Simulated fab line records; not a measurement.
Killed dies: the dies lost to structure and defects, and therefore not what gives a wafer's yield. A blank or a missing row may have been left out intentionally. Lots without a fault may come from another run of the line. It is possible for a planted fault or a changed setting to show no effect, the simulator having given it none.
Chamber matching + flow sky130 + SKY_SONOS_ONO_ETCH_15 on rie_diel-03 has 4 sister chambers
The step etches the open film in CHF3/O2, target depth 19.52 nm, time 7.8 s. 4 wafers are shown with their chamber, then 7 later ones without.

== EACH WAFER AND ITS CHAMBER ==
| wafer  | chamber | oes_product_au (a.u.) |
|--------|---------|-----------------------|
| L593.4 | 2       | 0.996                 |
| L593.6 | 3       | 1.005                 |
| L596.2 | 0       | 1.023                 |
| L596.4 | 1       | 1.009                 |

== WAFERS WITH NO CHAMBER GIVEN ==
| wafer  | oes_product_au (a.u.) |
|--------|-----------------------|
| L596.6 | 1.008                 |
| L603.2 | 0.994                 |
| L603.4 | 0.997                 |
| L603.6 | 1.003                 |
| L605.1 | 1.005                 |
| L605.2 | 1.001                 |
| L605.4 | 1.003                 |

== WHICH CHAMBER EACH ONE RAN IN ==
| wafer  | from the rows above          | in truth                   |
|--------|------------------------------|----------------------------|
| L596.6 | can't be placed: 1 or 3      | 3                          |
| L603.2 | 2                            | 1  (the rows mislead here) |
| L603.4 | 2                            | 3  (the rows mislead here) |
| L603.6 | can't be placed: 3 or 1      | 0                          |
| L605.1 | can't be placed: 3 or 1      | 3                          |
| L605.2 | can't be placed: 3 or 2 or 1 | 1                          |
| L605.4 | can't be placed: 3 or 1      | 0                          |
Placed correctly: 0 of 7. Unplaceable from these rows: 5, with the true chamber sitting among the candidates in 3. Wrongly placed: 2.
How it was worked out, from the rows above alone: a wafer's distance from a chamber is the root of the sum, over the readings, of the square of ((its reading less the chamber's mean) divided by the reading's scatter). If the next closest chamber is less than 2 further off than the closest, the wafer can't be placed; otherwise it belongs to the closest. A chamber's mean is the mean of its shown wafers. The scatter (one wafer shown for each chamber): square how far every hidden wafer sits from the nearest shown wafer, average those squares and take the square root.
